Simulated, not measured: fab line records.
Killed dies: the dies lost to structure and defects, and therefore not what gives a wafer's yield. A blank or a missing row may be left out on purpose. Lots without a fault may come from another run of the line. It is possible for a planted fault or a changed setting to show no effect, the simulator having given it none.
The tool behind it: which one?	flow sky130	12 lots (36 wafers sampled), 1 step of a 708-step route

== WHAT EACH GAUGE READ, for each wafer ==
SKY_POLY_GATE_CD_MEAS_13: the cd target is 150 nm.
lot	measured	on	cd_nm (nm)
L075	day 16 11:11	cd_sem-02	152.7 151.6 152.9
L077	day 18 08:02	cd_sem-01	150.8 149.6 148.9
L079	day 22 02:38	cd_sem-01	152.2 151.6 152.2
L085	day 22 02:48	cd_sem-01	150.6 150.4 150.1
L081	day 22 03:01	cd_sem-01	154.5 153.5 152.8
L084	day 22 04:37	cd_sem-02	150.9 150.6 150.0
L086	day 22 08:32	cd_sem-02	147.1 147.1 147.2
L089	day 22 12:59	cd_sem-02	150.9 152.0 152.5
L091	day 22 15:42	cd_sem-01	151.5 150.0 151.8
L093	day 23 00:20	cd_sem-02	151.8 151.9 152.4
L095	day 23 11:34	cd_sem-02	149.3 148.7 148.2
L097	day 24 10:08	cd_sem-02	149.9 150.9 150.5

== WHAT TOOL EACH LOT RAN ON (gives the tool, then ch and the chambers of the sampled wafers, and finally the start) ==
The record shows no process step preceding these readings.

== THE ANSWER, worked out from the rows above alone ==
Rule: what is usual is taken from the lots themselves. Put in order of their means at a reading, lots are off if they are a third of the lots or fewer, leave a main group of 4 or more, and stand apart from it by a gap of 3 or more times the standard deviation of the main group's means; of several such gaps the widest counts. Not used: any main group whose means are identical at the precision the tables above print for the reading. A lot without any number at a reading at which 4 lots or more have one is off too. Any other lot the step has rows for is counted as sound.
None of the lots is off at any reading shown; this tells nothing.

== WHAT THE SIMULATOR HAD PUT IN ==
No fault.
